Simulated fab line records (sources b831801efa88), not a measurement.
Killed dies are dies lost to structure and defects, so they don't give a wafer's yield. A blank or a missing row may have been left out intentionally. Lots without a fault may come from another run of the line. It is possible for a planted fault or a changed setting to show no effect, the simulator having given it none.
Which tool did it? | flow gf180mcu | 7 lots, 21 wafers sampled, at 1 step of a route of 602

== WHAT THE GAUGES READ, wafer by wafer ==
GF_M2_OVL_MEAS_15.
lot  | measured     | on         | M2_OVL (nm)
L875 | day 20 02:09 | overlay-01 | 0 2 2
L878 | day 21 05:15 | overlay-01 | 6 8 0
L879 | day 21 22:43 | overlay-01 | 0 -2 1
L884 | day 23 04:56 | overlay-01 | -12 -12 -10
L886 | day 24 05:03 | overlay-01 | 5 10 7
L894 | day 26 09:18 | overlay-02 | -9 -10 -4
L896 | day 26 22:21 | overlay-01 | 8 11 11

== EACH LOT AND THE TOOL THAT RAN IT (in order: tool; ch and the chambers of the sampled wafers; start) ==
There is no process step in the record ahead of these readings.

== THE ANSWER, worked out from the rows above alone ==
Rule: the usual values come from the lots themselves. Put in order of their means at a reading, lots are off if they are a third of the lots or fewer, leave a main group of 4 or more, and stand apart from it by a gap of 3 or more times the standard deviation of the main group's means; of several such gaps the widest counts. If all means in a main group match to the digits the tables above print for the reading, that group is not used. Also off: a lot with no number at a reading for which 4 or more lots have one. All remaining lots with rows at the step are treated as sound.
No lot is off at any reading shown: from this, nothing can be told.

== WHAT THE SIMULATOR HAD INSERTED ==
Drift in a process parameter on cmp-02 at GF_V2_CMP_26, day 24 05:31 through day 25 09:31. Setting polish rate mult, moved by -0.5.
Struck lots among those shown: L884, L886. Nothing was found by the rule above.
